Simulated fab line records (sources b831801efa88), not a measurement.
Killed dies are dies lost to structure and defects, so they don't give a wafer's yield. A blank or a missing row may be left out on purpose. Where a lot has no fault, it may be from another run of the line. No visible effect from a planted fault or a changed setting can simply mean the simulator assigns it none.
fab line records -- flow sky130
record: lots: 6, wafers: 18, last_day: 50
route steps=708 shown POLY_GATE@236 LDD_N@237 LDD_P@255 PAD_OPEN@708
lots untouched by any fault: they come from a run of this same line in which no faults occurred
start_h: hours from the record's opening day to when the first of the lot's shown wafers began -- wait_h: how many hours have passed since the lot's step before this one -- " as in the row above -- L1.1+2: a row that stands for several wafers -- - value missing, or start not given -- * or withheld: withheld -- < > ~ a bound
route shown NAME@n: names a module that has steps shown in the file, with the first one's number in the route -- usual: mean/standard deviation of fault-free wafers -- same: alike in all rows -- chamber/n: place in a boat -- sites: the reading at each site -- _std_site: the standard deviation of these -- _edge_site: mean of outer sites minus mean of inner sites -- radius_mm: how far each site lies from the wafer's centre -- mask NAME#n: copy n -- behind: tool/chamber where the wafer was last shaped -- hold: why the lot was held/for how many hours/how that ended -- device: names the non-switching transistor (n, p or np) -- end of line: tests run on the same wafers once the route is complete -- a step given without rows: its recipe and nothing more -- killed: dies lost to structure and defects at the first sort, not the wafer's yield -- map: dies across one wafer; x = killed, . = not, _ = none there
set.NAME: the setting that was run; set.NAME@STEP: the one run at that earlier step -- model.NAME: the simulator's own value behind a step, which no gauge read
certain route steps with their lots: each step a table, each wafer a row
services: from which hour (start_h, from the record's first day; less than 0 if before it) a tool's chamber was out of use, for how many hours, and why
== steps ==
step: SKY_POLY_GATE_CD_MEAS_22
usual: cd_nm: 150/3.1
lot.wafer,tool,chamber,start_h,wait_h,cd_nm
L841.1,cd_sem-01,-,416.93,0.1,150
L841.2,cd_sem-01,-,416.93,0.1,152
L841.3,cd_sem-01,-,416.93,0.1,154
L847.3,cd_sem-02,-,466.00,0.1,156
L847.4,cd_sem-02,-,466.00,0.1,156
L847.6,cd_sem-02,-,466.00,0.1,157
L851.1,cd_sem-02,-,497.06,0.1,148
L851.4,cd_sem-02,-,497.06,0.1,149
L851.5,cd_sem-02,-,497.06,0.1,155
L852.2,cd_sem-01,-,507.28,0.1,153
L852.3,cd_sem-01,-,507.28,0.1,149
L852.5,cd_sem-01,-,507.28,0.1,151
L853.1,cd_sem-01,-,514.44,0.1,149
L853.2,cd_sem-01,-,514.44,0.1,145
L853.4,cd_sem-01,-,514.44,0.1,146
L859.2,cd_sem-02,-,562.58,0.1,150
L859.4,cd_sem-02,-,562.58,0.1,150
L859.5,cd_sem-02,-,562.58,0.1,151
step: SKY_LDD_N_DEHYDRATE_00
recipe: temp_c: 200, time_s: 60
step: SKY_LDD_N_HMDS_01
recipe: prime_time_s: 60, prime_temp_c: 120
step: SKY_LDD_N_COAT_02
recipe: resist: NOVOLAK, spin_rpm: 3000, resist_thk_nm: 300
step: SKY_LDD_N_SOFTBAKE_03
recipe: temp_c: 90, time_s: 60, resist: NOVOLAK
step: SKY_LDD_N_EXPOSE_04
recipe: mask_id: NTM, target_cd_nm: 840, na: 0.6, source_shape: conventional, sigma_outer: 0.6, dose_mj: 110
step: SKY_LDD_N_PEB_05
recipe: temp_c: withheld, time_s: *, resist: NOVOLAK
step: SKY_LDD_N_DEVELOP_06
recipe: develop_time_s: 60, dev_temp_c: 23
step: SKY_LDD_N_OVL_MEAS_07
usual: LDD_N_OVL: 0.7/1.1
lot.wafer,tool,chamber,start_h,wait_h,LDD_N_OVL[nm]
L841.1,overlay-01,-,446.74,0.1,0.3
L841.2,overlay-01,-,446.74,0.1,0.0
L841.3,overlay-01,-,446.74,0.1,-1.1
L847.3,overlay-01,-,496.35,0.1,1.4
L847.4,overlay-01,-,496.35,0.1,1.5
L847.6,overlay-01,-,496.35,0.1,0.6
L851.1,overlay-02,-,527.28,0.1,-0.1
L851.4,overlay-02,-,527.28,0.1,0.3
L851.5,overlay-02,-,527.28,0.1,0.4
L852.2,overlay-01,-,536.94,0.1,2.0
L852.3,overlay-01,-,536.94,0.1,0.9
L852.5,overlay-01,-,536.94,0.1,1.0
L853.1,overlay-02,-,544.69,0.1,0.5
L853.2,overlay-02,-,544.69,0.1,1.4
L853.4,overlay-02,-,544.69,0.1,-0.2
L859.2,overlay-02,-,591.80,0.1,1.4
L859.4,overlay-02,-,591.80,0.1,1.7
L859.5,overlay-02,-,591.80,0.1,0.2
step: SKY_LDD_N_IMPLANT_08
recipe: species: As, energy_kev: 20, dose_cm2: 7.5e+13, tilt_deg: withheld, rotation_deg: 23
step: SKY_LDD_N_IMPLANT_09
recipe: species: As, energy_kev: 20, dose_cm2: 7.5e+13, tilt_deg: withheld, rotation_deg: 113
step: SKY_LDD_N_IMPLANT_10
recipe: species: As, energy_kev: 20, dose_cm2: 7.5e+13, tilt_deg: withheld, rotation_deg: 203
step: SKY_LDD_N_IMPLANT_11
recipe: species: As, energy_kev: 20, dose_cm2: 7.5e+13, tilt_deg: withheld, rotation_deg: 293
usual: dose_ions_cm2: 7.498e+13/8.5e+10, faraday_current_uA: 423/8.5
same: implant_ion_amu: 75
lot.wafer,tool,chamber,start_h,wait_h,dose_ions_cm2,faraday_current_uA
L841.1,implanter-03,0,447.23,0.1,7.488e+13,435
L841.2,implanter-03,0,447.23,0.1,7.483e+13,436
L841.3,implanter-03,0,447.23,0.1,7.485e+13,422
L847.3,implanter-02,0,496.87,0.1,7.494e+13,428
L847.4,implanter-02,0,496.87,0.1,7.495e+13,413
L847.6,implanter-02,0,496.87,0.1,7.499e+13,425
L851.1,implanter-02,0,528.22,0.1,4.574e+13,256
L851.4,implanter-02,0,528.22,0.1,4.582e+13,254
L851.5,implanter-02,0,528.22,0.1,4.566e+13,257
L852.2,implanter-03,0,537.44,0.1,7.498e+13,414
L852.3,implanter-03,0,537.44,0.1,7.5e+13,429
L852.5,implanter-03,0,537.44,0.1,7.515e+13,417
L853.1,implanter-02,0,545.18,0.1,4.57e+13,249
L853.2,implanter-02,0,545.18,0.1,4.573e+13,255
L853.4,implanter-02,0,545.18,0.1,4.578e+13,254
L859.2,implanter-04,0,592.30,0.1,7.511e+13,434
L859.4,implanter-04,0,592.30,0.1,7.5e+13,408
L859.5,implanter-04,0,592.30,0.1,7.498e+13,440
step: SKY_LDD_N_IMPLANT_12
recipe: species: BF2, energy_kev: 50, dose_cm2: 5e+12, tilt_deg: 30, rotation_deg: 0
step: SKY_LDD_N_IMPLANT_13
recipe: species: BF2, energy_kev: 50, dose_cm2: 5e+12, tilt_deg: 30, rotation_deg: 90
step: SKY_LDD_N_IMPLANT_14
recipe: species: BF2, energy_kev: 50, dose_cm2: 5e+12, tilt_deg: 30, rotation_deg: 180
step: SKY_LDD_N_IMPLANT_15
recipe: species: BF2, energy_kev: 50, dose_cm2: 5e+12, tilt_deg: 30, rotation_deg: 270
step: SKY_LDD_N_STRIP_16
recipe: chemistry: O2/N2, power_w: 1400, pressure_mtorr: 1500, platen_temp_c: withheld, o2_flow_sccm: 3000, n2_flow_sccm: 300, overash_fraction: 0.5
usual: drypump_motor_current_A: 5.7/0.47, o2_flow_sccm: 3001/9, oes_product_au: 0.406/0.0043, strip_time_to_endpoint_s: 4.311/0.014
lot.wafer,tool,chamber,start_h,wait_h,drypump_motor_current_A,o2_flow_sccm,oes_product_au,rf_hours_counter_h,strip_time_to_endpoint_s
L841.1,plasma_asher-03,1,447.98,0.1,6.2,3010,0.401,33,4.329
L841.2,plasma_asher-03,0,447.98,0.1,6.2,2997,0.406,33,4.318
L841.3,plasma_asher-03,1,447.98,0.1,6.2,3012,0.404,-,4.329
L847.3,plasma_asher-04,0,497.60,0.1,5.6,3000,0.400,-,4.310
L847.4,plasma_asher-04,1,497.60,0.1,4.9,3008,0.408,-,4.309
L847.6,plasma_asher-04,1,497.60,0.1,4.9,3007,0.407,-,4.316
L851.1,plasma_asher-01,0,528.97,0.1,5.7,3012,0.409,72,4.209
L851.4,plasma_asher-01,0,528.97,0.1,5.7,2999,0.406,-,4.207
L851.5,plasma_asher-01,1,528.97,0.1,5.3,3008,0.408,-,4.224
L852.2,plasma_asher-01,0,538.17,0.1,5.7,3012,0.405,73,4.310
L852.3,plasma_asher-01,0,538.17,0.1,5.7,3020,0.404,-,4.303
L852.5,plasma_asher-01,1,538.17,0.1,5.3,2999,0.405,-,4.307
L853.1,plasma_asher-01,1,545.93,0.1,5.3,2983,0.407,74,4.240
L853.2,plasma_asher-01,0,545.93,0.1,5.6,3015,0.405,74,4.225
L853.4,plasma_asher-01,0,545.93,0.1,5.7,2996,0.402,-,4.249
L859.2,plasma_asher-04,0,593.03,0.1,5.6,3003,0.405,17,4.301
L859.4,plasma_asher-04,1,593.03,0.1,4.9,3011,0.414,-,4.320
L859.5,plasma_asher-04,0,593.03,0.1,5.6,3004,0.411,-,4.317
step: SKY_LDD_N_TW_MEAS_17
usual: LDD_N_TW: 2552/16
lot.wafer,tool,chamber,start_h,wait_h,LDD_N_TW
L841.1,film_metro-02,-,448.08,0.1,2537
L841.2,film_metro-02,-,448.08,0.1,2543
L841.3,film_metro-02,-,448.08,0.1,2551
L847.3,film_metro-03,-,497.69,0.1,2551
L847.4,film_metro-03,-,497.69,0.1,2555
L847.6,film_metro-03,-,497.69,0.1,2571
L851.1,film_metro-02,-,529.07,0.1,2494
L851.4,film_metro-02,-,529.07,0.1,2482
L851.5,film_metro-02,-,529.07,0.1,2476
L852.2,film_metro-02,-,538.28,0.1,2542
L852.3,film_metro-02,-,538.28,0.1,2538
L852.5,film_metro-02,-,538.28,0.1,2535
L853.1,film_metro-01,-,546.03,0.1,2523
L853.2,film_metro-01,-,546.03,0.1,2525
L853.4,film_metro-01,-,546.03,0.1,2525
L859.2,film_metro-01,-,593.14,0.1,2546
L859.4,film_metro-01,-,593.14,0.1,2566
L859.5,film_metro-01,-,593.14,0.1,2558
step: SKY_LDD_P_DEHYDRATE_00
recipe: temp_c: 200, time_s: 60
step: SKY_PAD_OPEN_PROBE_99
usual: killed_at_M0_to_M3: 43/7.8, killed_at_M4_up: 3.2/1.9, killed_at_contacts: 24/5, killed_at_front_end: 14/4.5, killed_at_other: 0.2/0.41, killed_dies: 84/9.6, killed_open: 47/6.9, killed_short: 38/6
same: gross_dies: 492, killed_at_back_side: 0
lot.wafer,tool,chamber,start_h,wait_h,killed_at_M0_to_M3,killed_at_M4_up,killed_at_contacts,killed_at_front_end,killed_at_other,killed_dies,killed_open,killed_short,model.etest.tip_n.rs_ohm_sq
L841.1,prober-01,-,1105.22,0.1,43,3,28,14,0,88,44,44,439.8
L841.2,prober-01,-,1105.27,0.1,36,4,18,15,1,74,40,34,439.4
L841.3,prober-01,-,1105.32,0.2,41,1,24,12,0,78,42,36,437.7
L847.3,prober-02,-,1132.20,0.2,48,2,31,28,0,109,67,42,442.4
L847.4,prober-02,-,1132.25,0.2,47,2,25,21,0,95,57,38,438
L847.6,prober-02,-,1132.35,0.2,61,3,25,15,0,104,59,45,436.4
L851.1,prober-02,-,1155.70,0.1,40,3,21,13,0,77,41,36,469.5
L851.4,prober-02,-,1155.85,0.2,25,3,21,11,1,61,32,29,471.5
L851.5,prober-02,-,1155.90,0.2,44,5,21,8,0,78,42,36,471.5
L852.2,prober-01,-,1158.96,0.1,32,0,35,24,1,92,59,33,443.9
L852.3,prober-01,-,1159.01,0.2,56,2,21,18,0,97,56,41,439.6
L852.5,prober-01,-,1159.11,0.2,43,0,25,9,0,77,48,29,438.3
L853.1,prober-02,-,1168.60,0.1,46,5,22,16,0,89,51,38,478.2
L853.2,prober-02,-,1168.65,0.1,43,5,17,14,0,79,39,40,481.9
L853.4,prober-02,-,1168.75,0.2,42,6,28,10,0,86,48,38,480.4
L859.2,prober-02,-,1190.29,0.1,49,1,17,15,2,84,44,40,438
L859.4,prober-02,-,1190.39,0.2,46,2,34,13,0,95,51,44,440.4
L859.5,prober-02,-,1190.44,0.2,52,1,15,15,0,83,46,37,437.2
killed by level:class
L841.1 VIA1:geometric_particle:open=10 VIA2:geometric_particle:open=9 LI_CONTACT:geometric_particle:open=8 CONTACT:geometric_particle:short=8 VIA1:geometric_particle:short=5 LI_CONTACT:geometric_particle:short=4 CONTACT:geometric_particle:open=4 METAL1:geometric_particle:short=4
L841.2 VIA1:geometric_particle:short=7 LI_CONTACT:geometric_particle:open=6 VIA3:geometric_particle:open=6 CONTACT:geometric_particle:open=5 VIA2:geometric_particle:open=5 METAL1:geometric_particle:short=4 METAL2:geometric_particle:short=4 FIELD_ISO:geometric_particle:open=3
L841.3 CONTACT:geometric_particle:open=14 VIA1:geometric_particle:open=8 METAL2:geometric_particle:short=6 VIA1:geometric_particle:short=6 CONTACT:geometric_particle:short=5 VIA2:geometric_particle:open=5 VIA3:geometric_particle:short=5 VIA3:geometric_particle:open=4
L847.3 CONTACT:geometric_particle:open=14 FIELD_ISO:geometric_particle:open=10 POLY_GATE:geometric_particle:short=9 VIA2:geometric_particle:open=9 VIA3:geometric_particle:open=9 VIA1:geometric_particle:open=7 FIELD_ISO:geometric_particle:short=6 LI_CONTACT:geometric_particle:open=6
L847.4 VIA1:geometric_particle:open=11 CONTACT:geometric_particle:open=10 FIELD_ISO:geometric_particle:open=9 VIA2:geometric_particle:open=9 VIA3:geometric_particle:open=7 CONTACT:geometric_particle:short=6 VIA1:geometric_particle:short=6 LI_CONTACT:geometric_particle:open=5
L847.6 VIA1:geometric_particle:open=14 VIA2:geometric_particle:open=9 VIA3:geometric_particle:open=8 VIA1:geometric_particle:short=8 LI_CONTACT:geometric_particle:open=7 CONTACT:geometric_particle:open=6 POLY_GATE:geometric_particle:open=6 POLY_GATE:geometric_particle:short=5
L851.1 VIA2:geometric_particle:open=11 VIA1:geometric_particle:open=8 LI_CONTACT:geometric_particle:open=7 FIELD_ISO:geometric_particle:short=6 CONTACT:geometric_particle:open=5 METAL1:geometric_particle:short=5 FIELD_ISO:geometric_particle:open=4 VIA2:geometric_particle:short=4
L851.4 CONTACT:geometric_particle:open=10 METAL1:geometric_particle:short=6 CONTACT:geometric_particle:short=4 VIA2:geometric_particle:open=4 VIA3:geometric_particle:open=4 SONOS_ONO:geometric_particle:open=3 SPACER:geometric_particle:short=3 LOCAL_INTERCONNECT:geometric_particle:open=3
L851.5 METAL2:geometric_particle:short=9 VIA1:geometric_particle:open=9 VIA3:geometric_particle:open=8 LI_CONTACT:geometric_particle:open=7 CONTACT:geometric_particle:open=6 VIA1:geometric_particle:short=6 VIA2:geometric_particle:open=4 METAL4:geometric_particle:short=4
L852.2 CONTACT:geometric_particle:open=12 LI_CONTACT:geometric_particle:open=10 POLY_GATE:geometric_particle:open=7 VIA1:geometric_particle:open=6 VIA2:geometric_particle:open=6 FIELD_ISO:geometric_particle:open=5 FIELD_ISO:geometric_particle:short=4 CONTACT:geometric_particle:short=4
L852.3 VIA1:geometric_particle:open=12 CONTACT:geometric_particle:open=11 VIA3:geometric_particle:open=8 METAL1:geometric_particle:short=8 FIELD_ISO:geometric_particle:open=7 METAL2:geometric_particle:short=7 VIA1:geometric_particle:short=6 POLY_GATE:geometric_particle:short=5
L852.5 VIA1:geometric_particle:open=12 LI_CONTACT:geometric_particle:open=10 CONTACT:geometric_particle:open=8 VIA2:geometric_particle:open=6 VIA1:geometric_particle:short=5 VIA3:geometric_particle:open=5 METAL1:geometric_particle:short=4 METAL2:geometric_particle:short=4
L853.1 VIA2:geometric_particle:open=11 LI_CONTACT:geometric_particle:open=8 VIA1:geometric_particle:open=8 METAL2:geometric_particle:short=6 LOCAL_INTERCONNECT:geometric_particle:short=5 CONTACT:geometric_particle:open=5 METAL4:geometric_particle:short=5 VIA3:geometric_particle:open=5
L853.2 VIA3:geometric_particle:open=9 VIA1:geometric_particle:open=8 FIELD_ISO:geometric_particle:short=5 LI_CONTACT:geometric_particle:open=5 CONTACT:geometric_particle:short=5 METAL2:geometric_particle:short=5 METAL4:geometric_particle:short=5 CONTACT:geometric_particle:open=4
L853.4 VIA1:geometric_particle:open=14 CONTACT:geometric_particle:open=10 VIA2:geometric_particle:open=6 LI_CONTACT:geometric_particle:open=5 METAL4:geometric_particle:short=4 VIA1:geometric_particle:short=4 LOCAL_INTERCONNECT:geometric_particle:short=4 CONTACT:geometric_particle:short=4
L859.2 VIA1:geometric_particle:open=10 VIA2:geometric_particle:open=9 METAL2:geometric_particle:short=7 CONTACT:geometric_particle:open=6 VIA2:geometric_particle:short=6 VIA3:geometric_particle:open=6 FIELD_ISO:geometric_particle:open=4 POLY_GATE:geometric_particle:short=4
L859.4 CONTACT:geometric_particle:open=15 VIA1:geometric_particle:open=14 CONTACT:geometric_particle:short=9 METAL2:geometric_particle:short=7 LI_CONTACT:geometric_particle:open=6 VIA2:geometric_particle:open=5 METAL1:geometric_particle:short=4 VIA1:geometric_particle:short=4
L859.5 VIA1:geometric_particle:open=10 VIA2:geometric_particle:open=9 METAL2:geometric_particle:short=7 VIA3:geometric_particle:open=6 POLY_GATE:geometric_particle:open=5 LI_CONTACT:geometric_particle:open=5 METAL1:geometric_particle:short=5 POLY_GATE:geometric_particle:short=4
== services ==
tool,chamber,start_h,hours,kind
plasma_asher-04,-,423.40,4.6,repair
plasma_asher-03,-,424.96,4.3,pm
implanter-04,-,426.73,1.8,repair
plasma_asher-04,0,430.25,-,clean
plasma_asher-04,1,430.25,-,clean
plasma_asher-04,-,462.35,2.8,pm
implanter-02,-,466.89,6.2,repair
implanter-03,-,469.64,6.1,repair
plasma_asher-03,-,474.88,5.8,pm
implanter-03,-,489.33,2.2,repair
implanter-04,-,492.94,60.8,repair
plasma_asher-04,-,519.57,1.4,repair
implanter-02,-,553.15,4.6,pm
implanter-02,-,580.81,10.6,repair
== key ==
first_sign: step: SKY_LDD_N_IMPLANT_11, reading: dose_ions_cm2, direction: down, sigmas: 99+, usual: *, struck: *
effect: step: SKY_LDD_N_IMPLANT_11, reading: faraday_current_uA, direction: down, sigmas: 20, usual: 423, struck: 254
effect: step: SKY_LDD_N_STRIP_16, reading: strip_time_to_endpoint_s, direction: down, sigmas: 6.3, usual: *, struck: *
effect: step: SKY_LDD_N_TW_MEAS_17, reading: LDD_N_TW, direction: down, sigmas: 2.9, usual: 2552, struck: 2504
model_effect: step: SKY_PAD_OPEN_PROBE_99, value: etest.tip_n.rs_ohm_sq, without: 444.8, struck: 475.5
met_at SKY_LDD_N_IMPLANT_11
struck_wafers L851.1,L851.4,L851.5,L853.1,L853.2,L853.4
tester_left_out L851,L853
onset_between 496.87 528.22
fault: kind: process_parameter_drift, tool: implanter-02, chamber: -, onset_h: 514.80, steps: SKY_LDD_N_IMPLANT_11, channel: dose_cm2, offset: *, shape: step, end_h: 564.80, acts_in: *, stated: *
tester_left_out: of these lots the tester's yield and bins aren't shown, on N5 and GAA mostly nor the transistor test; their killed dies are dies lost to structure and defects alone, not to doping, threshold or leakage, so they don't give the yield
